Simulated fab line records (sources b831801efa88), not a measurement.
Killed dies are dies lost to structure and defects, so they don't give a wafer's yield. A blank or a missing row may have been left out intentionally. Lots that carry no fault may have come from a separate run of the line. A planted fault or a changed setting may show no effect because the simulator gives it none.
Chamber matching | flow gf180mcu | GF_V5_ETCH_16 on rie-diel-02: 4 sister chambers
The step etches BARC in N2/H2. 8 wafers are shown with their chamber, then 7 later ones without.

WAFERS WITH THEIR CHAMBER
wafer  | chamber | drypump-motor-current-A (A) | oes-product-au (a.u.)
L233.4 | 0       | 5.92                        | 0.861
L237.6 | 2       | 5.87                        | 0.853
L238.4 | 2       | 5.89                        | 0.855
L240.1 | 3       | 5.78                        | 0.851
L240.5 | 1       | 5.75                        | 0.863
L240.6 | 0       | 5.94                        | 0.860
L245.2 | 1       | 5.82                        | 0.853
L245.3 | 3       | 5.76                        | 0.857

WAFERS MISSING THEIR CHAMBER
wafer  | drypump-motor-current-A (A) | oes-product-au (a.u.)
L245.6 | 5.86                        | 0.853
L253.1 | 5.83                        | 0.855
L253.2 | 5.92                        | 0.853
L253.6 | 5.86                        | 0.854
L255.3 | 5.79                        | 0.849
L255.5 | 5.91                        | 0.852
L255.6 | 5.79                        | 0.856

EACH ONE'S CHAMBER
wafer  | from the rows above          | in truth
L245.6 | 2                            | 2
L253.1 | can't be placed: 1 or 2 or 3 | 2
L253.2 | can't be placed: 2 or 0      | 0
L253.6 | 2                            | 2
L255.3 | can't be placed: 3 or 1      | 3
L255.5 | can't be placed: 2 or 0      | 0
L255.6 | can't be placed: 1 or 3      | 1
Correct placement for 2 of the 7. From these rows, 5 cannot be placed; in 5 the true chamber is one of the candidates. Placed wrongly: 0.
How it was worked out, from the rows above alone: a wafer's distance from a chamber is the root of the sum, over the readings, of the square of ((its reading less the chamber's mean) divided by the reading's scatter). The wafer belongs to the nearest chamber; if the next one is less than 2 further off, it can't be placed. The mean given for a chamber averages the wafers shown for that chamber. The scatter: take each reading less its chamber's mean, square it, sum over the shown wafers, divide by the number of wafers less the number of chambers, and take the root.
